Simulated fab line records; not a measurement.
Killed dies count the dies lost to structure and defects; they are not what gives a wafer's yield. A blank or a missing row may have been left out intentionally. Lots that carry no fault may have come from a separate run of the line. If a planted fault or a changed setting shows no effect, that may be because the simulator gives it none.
Which tool is to blame? + flow gf180mcu + 11 lots, 32 wafers sampled, at 4 steps of a route of 602

WHAT THE GAUGES READ, wafer by wafer
GF_CONTACT_RS_MEAS_25: uses a four-point probe to measure.
| lot  | measured     | on            | CONTACT_W_RS (ohm/sq)               |
|------|--------------|---------------|-------------------------------------|
| L870 | day 16 00:56 | film metro-04 | 0.384 0.386 0.381                   |
| L871 | day 16 06:42 | film metro-01 | 0.393 0.387 0.389                   |
| L873 | day 17 07:59 | film metro-01 | 0.380 0.380 0.384                   |
| L874 | day 17 12:43 | film metro-01 | 0.376 0.378 0.380                   |
| L876 | day 18 04:13 | film metro-02 | 0.382 0.386 0.384                   |
| L878 | day 18 23:35 | film metro-04 | 0.381 0.377 0.381                   |
| L885 | day 21 18:38 | film metro-01 | 0.303 0.384 0.302 0.304 0.384 0.301 |
| L886 | day 22 06:53 | film metro-01 | 0.299 0.377 0.300 0.376             |
| L887 | day 22 16:39 | film metro-04 | 0.391 0.384 0.390                   |
| L888 | day 22 20:20 | film metro-04 | 0.385 0.378 0.381                   |
| L893 | day 24 08:29 | film metro-01 | 0.386 0.382 0.389                   |

TOOL THAT RAN EACH LOT (tool first, then ch and the chambers of the sampled wafers, then the start)
| lot  | GF_SALICIDE_SPUTTER_03       | GF_CONTACT_CVD_02               | GF_CONTACT_CVD_24             |
|------|------------------------------|---------------------------------|-------------------------------|
| L870 | pvd sputter-01, day 15 01:14 | pecvd-04 ch 0,1,2, day 15 01:50 | cvd w-02 ch 1, day 16 00:49   |
| L871 | pvd sputter-01, day 15 06:48 | pecvd-04 ch 0,1, day 15 07:25   | cvd w-02 ch 0,1, day 16 06:36 |
| L873 | pvd sputter-01, day 16 07:22 | pecvd-01 ch 0,1, day 16 07:58   | cvd w-02 ch 0,1, day 17 07:52 |
| L874 | pvd sputter-02, day 16 12:17 | pecvd-01 ch 1,2, day 16 12:54   | cvd w-02 ch 0,1, day 17 12:37 |
| L876 | pvd sputter-04, day 17 03:56 | pecvd-04 ch 0,1,2, day 17 04:32 | cvd w-01 ch 0,1, day 18 04:07 |
| L878 | pvd sputter-04, day 17 22:11 | pecvd-01 ch 1,2, day 17 22:52   | cvd w-02 ch 0,1, day 18 23:28 |
| L885 | pvd sputter-02, day 20 16:56 | pecvd-04 ch 0,1,2, day 20 17:37 | cvd w-02 ch 0,1, day 21 18:30 |
| L886 | pvd sputter-01, day 21 05:31 | pecvd-04 ch 0, day 21 06:07     | cvd w-02 ch 0,1, day 22 06:41 |
| L887 | pvd sputter-01, day 21 15:22 | pecvd-01 ch 1,2, day 21 16:01   | cvd w-01 ch 0,1, day 22 16:32 |
| L888 | pvd sputter-04, day 21 18:55 | pecvd-04 ch 1,2, day 21 19:32   | cvd w-01 ch 0,1, day 22 20:14 |
| L893 | pvd sputter-01, day 23 08:38 | pecvd-03 ch 0,1,2, day 23 09:14 | cvd w-01 ch 0,1, day 24 08:23 |
- GF_SALICIDE_SPUTTER_03: material TiN, target thk 20 nm, time 16.7 s.
- GF_CONTACT_CVD_02: deposits SiO2 from TEOS, target thk 860 nm, time 95.992 s.
- GF_CONTACT_CVD_24: deposits W, target thk 300 nm, time 90.339 s.

THE ANSWER, worked out from the rows above alone
Rule: the usual values come from the lots themselves. Put in order of their means at a reading, lots are off if they are a third of the lots or fewer, leave a main group of 4 or more, and stand apart from it by a gap of 3 or more times the standard deviation of the main group's means; of several such gaps the widest counts. If all means in a main group match to the digits the tables above print for the reading, that group is not used. A lot without any number at a reading at which 4 lots or more have one is off too. Where the step has rows for the other lots, those lots are counted as sound.
Off: L885, L886, seen at GF_CONTACT_RS_MEAS_25 (CONTACT_W_RS). The main group has a mean of 0.384 ohm/sq with a standard deviation of 0.0037.
A tool fits if, at a process step before that reading, it ran every lot that is off, and no sound lot after the first of them. Gauges at GF_CONTACT_RS_MEAS_25: tried the same way as those tools. One fits: GF_CONTACT_CVD_24 on cvd w-02. A fault onset in the window from L878 (day 18 23:28, its last sound lot) to L885 (day 21 18:30, its first lot off) fits.

WHAT HAD BEEN PUT IN BY THE SIMULATOR
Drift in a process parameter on cvd w-02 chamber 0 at GF_CONTACT_CVD_24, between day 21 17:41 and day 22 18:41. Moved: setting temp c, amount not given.
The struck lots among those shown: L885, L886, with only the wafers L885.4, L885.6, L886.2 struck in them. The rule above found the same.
